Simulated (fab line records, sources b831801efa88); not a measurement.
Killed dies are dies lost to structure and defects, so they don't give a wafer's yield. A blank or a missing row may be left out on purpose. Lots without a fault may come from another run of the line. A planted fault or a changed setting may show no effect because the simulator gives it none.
Which tool did it? | flow sfq_line | 14 lots, 42 wafers sampled, at 2 steps of a route of 325

WHAT THE GAUGES READ, wafer by wafer
SFQ_M0_RS_MEAS_904: measures by four-point-probe.
lot  | measured     | on            | M0_NB_RS (ohm/sq)
L423 | day 8 02:26  | film_metro-01 | 0.877 0.886 0.885
L425 | day 8 19:10  | film_metro-04 | 0.872 0.869 0.881
L426 | day 9 01:08  | film_metro-01 | 0.883 0.885 0.886
L427 | day 9 04:44  | film_metro-04 | 0.870 0.867 0.876
L429 | day 9 23:19  | film_metro-01 | 0.891 0.890 0.891
L430 | day 10 08:52 | film_metro-02 | 0.872 0.887 0.873
L431 | day 10 13:44 | film_metro-02 | 0.880 0.880 0.878
L432 | day 10 19:41 | film_metro-01 | 0.773 0.777 0.769
L433 | day 10 23:17 | film_metro-02 | 0.895 0.892 0.901
L434 | day 11 06:02 | film_metro-02 | 0.897 0.897 0.887
L436 | day 11 19:02 | film_metro-01 | 0.888 0.886 0.884
L438 | day 12 06:26 | film_metro-04 | 0.768 0.765 0.770
L443 | day 14 08:30 | film_metro-02 | 0.893 0.891 0.893
L444 | day 14 12:29 | film_metro-04 | 0.897 0.895 0.898

WHICH TOOL RAN EACH LOT (tool, then ch and the chambers of the sampled wafers, then the start)
lot  | SFQ_TRILAYER_M0_DEP_SPUTTER_019
L423 | pvd_sputter-03, day 8 02:21
L425 | pvd_sputter-06, day 8 19:03
L426 | pvd_sputter-05, day 9 01:03
L427 | pvd_sputter-03, day 9 04:39
L429 | pvd_sputter-05, day 9 23:11
L430 | pvd_sputter-03, day 10 08:47
L431 | pvd_sputter-03, day 10 13:35
L432 | pvd_sputter-03, day 10 19:36
L433 | pvd_sputter-06, day 10 23:11
L434 | pvd_sputter-06, day 11 05:57
L436 | pvd_sputter-05, day 11 18:56
L438 | pvd_sputter-03, day 12 06:20
L443 | pvd_sputter-05, day 14 08:22
L444 | pvd_sputter-05, day 14 12:22
- SFQ_TRILAYER_M0_DEP_SPUTTER_019: material Nb, target thk 200 nm, time 133.3 s.

WHAT THE TOOLS THEMSELVES READ (means of the sampled wafers that have a number; where no wafer has one, the mark that the record gives instead)
SFQ_TRILAYER_M0_DEP_SPUTTER_019.
lot  | tool           | cathode_dc_power_W (W) | throttle_valve_pct (%)
L423 | pvd_sputter-03 | 2000.0                 | 30.0
L425 | pvd_sputter-06 | 2000.1                 | 30.0
L426 | pvd_sputter-05 | 1999.8                 | 29.8
L427 | pvd_sputter-03 | 1999.8                 | 29.8
L429 | pvd_sputter-05 | 2000.2                 | 30.1
L430 | pvd_sputter-03 | 2000.0                 | 30.0
L431 | pvd_sputter-03 | 2000.3                 | 29.6
L432 | pvd_sputter-03 | 2000.3                 | 29.8
L433 | pvd_sputter-06 | 2000.2                 | 30.2
L434 | pvd_sputter-06 | 1999.6                 | 30.1
L436 | pvd_sputter-05 | 1999.7                 | 29.1
L438 | pvd_sputter-03 | 2000.1                 | 29.5
L443 | pvd_sputter-05 | 1999.9                 | 30.1
L444 | pvd_sputter-05 | 2000.3                 | 28.7

THE ANSWER, worked out from the rows above alone
Rule: what is usual is taken from the lots themselves. Put in order of their means at a reading, lots are off if they are a third of the lots or fewer, leave a main group of 4 or more, and stand apart from it by a gap of 3 or more times the standard deviation of the main group's means; of several such gaps the widest counts. A main group whose means are all the same, to the digits that the tables above print for the reading, isn't used. A lot without any number at a reading at which 4 lots or more have one is off too. The other lots that the step has rows for count as sound. The gauges are gone through in route order, then the tools' own readings, and for those a lot's mean is taken as printed above. The first step at which some lot is off is used, and at that step the reading that is off furthest; a lot without a number counts as furthest.
Off: L432, L438, at SFQ_M0_RS_MEAS_904 (M0_NB_RS). The main group: mean 0.885 ohm/sq, standard deviation 0.0083.
A tool fits if, at a process step before that reading, it ran every lot that is off, and no sound lot after the first of them. The gauges at SFQ_M0_RS_MEAS_904 are tried like those tools. One fits: pvd_sputter-03 at SFQ_TRILAYER_M0_DEP_SPUTTER_019. Its last sound lot is L431 (day 10 13:35), its first lot that is off L432 (day 10 19:36): a fault that began between those two fits.

WHAT THE SIMULATOR HAD PUT IN
Process parameter drift: pvd_sputter-03, from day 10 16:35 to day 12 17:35, at SFQ_TRILAYER_M0_DEP_SPUTTER_019. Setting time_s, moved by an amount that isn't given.
Lots struck among those shown: L432, L438. The rule above found the same.
